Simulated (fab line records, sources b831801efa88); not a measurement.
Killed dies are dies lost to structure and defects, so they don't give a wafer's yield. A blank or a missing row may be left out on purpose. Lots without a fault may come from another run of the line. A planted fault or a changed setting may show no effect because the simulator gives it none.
Which tool did it? | flow sfq_line | 6 lots, 18 wafers sampled, at 3 steps of a route of 325

WHAT THE GAUGES READ, wafer by wafer
SFQ_M7_OVL_MEAS_945.
lot  | measured     | on         | M7_OVL (nm)
L376 | day 73 07:37 | overlay-01 | 0 -8 -6
L378 | day 73 20:57 | overlay-01 | 8 6 2
L382 | day 76 05:32 | overlay-01 | -5 -3 -10
L385 | day 76 16:51 | overlay-01 | -5 -2 -12
L387 | day 81 16:58 | overlay-01 | 2 -1 0
L397 | day 87 17:38 | overlay-01 | -1 9 -2

WHICH TOOL RAN EACH LOT (tool, then ch and the chambers of the sampled wafers, then the start)
lot  | SFQ_TRILAYER_JJ_CE_LITHO_COAT_114 | SFQ_TRILAYER_JJ_CE_METRO_MEASURE_117
L376 | litho_track-03 ch 0, day 43 10:38 | cd_sem-02, day 43 12:37
L378 | litho_track-03 ch 0, day 43 14:14 | cd_sem-02, day 43 16:13
L382 | litho_track-02 ch 0, day 52 11:40 | cd_sem-02, day 52 14:13
L385 | litho_track-01 ch 0, day 53 10:19 | cd_sem-01, day 59 07:28
L387 | litho_track-01 ch 0, day 53 19:58 | cd_sem-01, day 59 18:16
L397 | litho_track-03 ch 0, day 58 06:13 | cd_sem-01, day 64 03:32
- SFQ_TRILAYER_JJ_CE_LITHO_COAT_114: resist thk 600 nm.
- SFQ_TRILAYER_JJ_CE_METRO_MEASURE_117

THE ANSWER, worked out from the rows above alone
Rule: what is usual is taken from the lots themselves. Put in order of their means at a reading, lots are off if they are a third of the lots or fewer, leave a main group of 4 or more, and stand apart from it by a gap of 3 or more times the standard deviation of the main group's means; of several such gaps the widest counts. A main group whose means are all the same, to the digits that the tables above print for the reading, isn't used. A lot without any number at a reading at which 4 lots or more have one is off too. The other lots that the step has rows for count as sound.
No lot is off at any reading shown: from this, nothing can be told.

WHAT THE SIMULATOR HAD PUT IN
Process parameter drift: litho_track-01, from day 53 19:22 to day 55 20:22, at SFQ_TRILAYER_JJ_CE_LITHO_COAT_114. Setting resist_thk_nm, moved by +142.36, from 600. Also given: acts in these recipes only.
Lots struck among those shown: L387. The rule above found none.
